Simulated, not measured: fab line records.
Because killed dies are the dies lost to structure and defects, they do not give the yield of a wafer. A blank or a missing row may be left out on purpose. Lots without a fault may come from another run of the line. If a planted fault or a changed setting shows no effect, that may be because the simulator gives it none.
A struck lot beside a sound one -- flow sky130 -- 43 out of 708 route steps
Sound: these wafers, L819.1, L819.3, L819.5. Wafers L829.1, L829.2, L829.5 were the ones struck. Last of all comes the cause.
Order at every step that has rows: each side's tool, ch and its chambers, its first start. Under that, the readings that differ: sound wafers -- struck wafers -- difference of the means -- sigmas: that difference in standard deviations of wafers without a fault.
alike: a reading whose means differ by less than 2 such deviations, as well as words and numbers matching on both sides. not compared: withheld readings; readings where some wafer has no value; bounds like >300 that might hide an equal value; numbers whose values overlap and for which the record gives no deviation.
Wherever a step has rows on one side only, a row that says differs or no value, or a row with sigmas, the two part there. Non-overlapping numbers with no deviation appear without sigmas and do not part them. Lack of a reading on every wafer of one side parts them only where that side has two or more wafers.

first, 1 step without rows for these wafers: SKY_FIELD_ISO_DEVELOP_12 (develop time 60 s).
SKY_FIELD_ISO_CD_MEAS_13: target cd 150 nm.
  sound on cdSem-02, day 2 20:10; struck on cdSem-01, day 5 05:08
  alike: cdNm
SKY_FIELD_ISO_ETCH_14: etches BARC in N2/H2, stops on SiO2, time 45.9 s, target depth 60 nm.
  sound on rieDiel-03 ch 1,2, day 2 20:17; struck on rieDiel-03 ch 0,1,2, day 5 05:15
  alike: biasW, drypumpMotorCurrentA, oesProductAu, throttleValvePct
  not compared: rfHoursCounterH
SKY_FIELD_ISO_ETCH_15: etches the open film in CHF3/O2, stops on Si, target depth 180 nm, time 72 s.
  sound on rieDiel-03 ch 1,2, day 2 20:20; struck on rieDiel-03 ch 0,1,2, day 5 05:17
  alike: biasW, drypumpMotorCurrentA, oesProductAu, throttleValvePct
  not compared: rfHoursCounterH
SKY_FIELD_ISO_STRIP_16: strips in O2/N2.
  sound on plasmaAsher-03 ch 0,1, day 2 20:23; struck on plasmaAsher-04 ch 0,1, day 5 05:21
  alike: drypumpMotorCurrentA, o2FlowSccm, oesProductAu, stripTimeToEndpointS
  not compared: rfHoursCounterH
SKY_FIELD_ISO_ETCH_17: etches Si in HBr/Cl2/O2, target depth 342 nm, time 97.7 s.
  sound on rieSi-01 ch 0,2,3, day 2 20:29; struck on rieSi-01 ch 1,3, day 5 05:27
  alike: biasW, drypumpMotorCurrentA, oesProductAu, throttleValvePct
  not compared: rfHoursCounterH
then, 5 steps without rows for these wafers: SKY_FIELD_ISO_WET_ETCH_18 (etches Si3N4 in H3PO4, target depth 25 nm, time 286 s); SKY_FIELD_ISO_CLEAN_19 (cleans in SC1/SC2, time 150 s); SKY_FIELD_ISO_CLEAN_20 (cleans in dHF, time 20 s); SKY_FIELD_ISO_WET_ETCH_21 (etches SiO2 in dHF, target depth 20 nm, time 400 s); SKY_FIELD_ISO_OXIDATION_22 (stabilise 600 s, purge 300 s, target thk 10 nm).
SKY_FIELD_ISO_THK_MEAS_23:
  sound on filmMetro-03, day 2 23:52; struck on filmMetro-03, day 5 07:28
  alike: FIELD_ISO_OXIDATION_01_THK
SKY_FIELD_ISO_CVD_24: deposits SiO2, target thk 595 nm, time 99.2 s.
  sound on hdpcvd-02 ch 0,2, day 2 23:55; struck on hdpcvd-01 ch 1,2, day 5 07:31
SKY_FIELD_ISO_THK_MEAS_25:
  sound on filmMetro-03, day 2 23:59; struck on filmMetro-01, day 5 07:35
  alike: FIELD_ISO_CVD_24_THK
then, 1 step without rows for these wafers: SKY_FIELD_ISO_ANNEAL_26 (time 1800 s).
SKY_FIELD_ISO_CMP_27: polishes, stops on Si3N4, t overpolish 15.25 s, target thk 457.8 nm.
  sound on cmp-01 ch 0,2,3, day 3 02:50; struck on cmp-01 ch 1,2,3, day 5 10:19
  alike: motorCurrentA, overpolishRunS, platenRpm, timeToEndpointS
then, 5 steps without rows for these wafers: SKY_FIELD_ISO_WET_ETCH_28 (etches SiO2 in dHF, target depth 23.7 nm, time 47 s); SKY_FIELD_ISO_WET_ETCH_29 (etches Si3N4 in H3PO4, target depth 160 nm, time 1825 s); SKY_FIELD_ISO_WET_ETCH_30 (etches SiO2 in dHF, target depth 25 nm, time 50 s); SKY_NWELL_CLEAN_00 (cleans in SC1/SC2, time 150 s); SKY_NWELL_OXIDATION_01 (stabilise 600 s, purge 300 s, target thk 10 nm).
SKY_NWELL_THK_MEAS_02:
  sound on filmMetro-02, day 3 05:25; struck on filmMetro-01, day 5 13:07
  alike: NWELL_OXIDATION_THK
then, 9 steps without rows for these wafers: SKY_DNWELL_DEHYDRATE_00 (time 60 s); SKY_DNWELL_HMDS_01 (prime time 60 s); SKY_DNWELL_COAT_02 (resist thk 3000 nm); SKY_DNWELL_SOFTBAKE_03; SKY_DNWELL_EXPOSE_04 (exposes mask DNM, target cd 3000 nm); SKY_DNWELL_PEB_05; SKY_DNWELL_DEVELOP_06 (develop time 60 s); SKY_DNWELL_IMPLANT_07; SKY_DNWELL_STRIP_08 (strips in O2/N2).
SKY_DNWELL_TW_MEAS_09:
  sound on filmMetro-04, day 3 22:32; struck on filmMetro-04, day 6 07:43
  alike: DNWELL_TW
then, 7 steps without rows for these wafers: SKY_PWDE_DEHYDRATE_00 (time 60 s); SKY_PWDE_HMDS_01 (prime time 60 s); SKY_PWDE_COAT_02 (resist thk 3000 nm); SKY_PWDE_SOFTBAKE_03; SKY_PWDE_EXPOSE_04 (exposes mask PWDEM, target cd 840 nm); SKY_PWDE_PEB_05; SKY_PWDE_DEVELOP_06 (develop time 60 s).
SKY_PWDE_OVL_MEAS_07:
  sound on overlay-01, day 4 14:59; struck on overlay-01, day 7 02:19
  alike: PWDE_OVL
then, 2 steps without rows for these wafers: SKY_PWDE_IMPLANT_08; SKY_PWDE_STRIP_09 (strips in O2/N2).
-- the record jumps here: 42 days lie between the struck wafers' starts before and after (it left off in module PWDE and takes up again in module PAD_OPEN, whose first step shown is number 708 of the route) --
SKY_PAD_OPEN_PROBE_99:
  sound on prober-02, day 47 12:35; struck on prober-02, day 49 04:30
reading,sound,struck,difference,sigmas
killed_at_M0_to_M3,52 45 45,39 34 27,-14,-2
killedAtContacts,36 24 26,12 17 17,-13,-3
killedAtFrontEnd,5 19 17,67 81 80,+62,+14
killedDies,95 91 89,122 134 128,+36,+4
killedOpen,51 47 49,30 33 33,-17,-2
  alike: killed_at_M4_up, killedAtOther, killedOnRim, killedShort

WHERE THEY PART
Only at SKY_PAD_OPEN_PROBE_99, as far as this record shows.

WHY: what had been put in by the simulator
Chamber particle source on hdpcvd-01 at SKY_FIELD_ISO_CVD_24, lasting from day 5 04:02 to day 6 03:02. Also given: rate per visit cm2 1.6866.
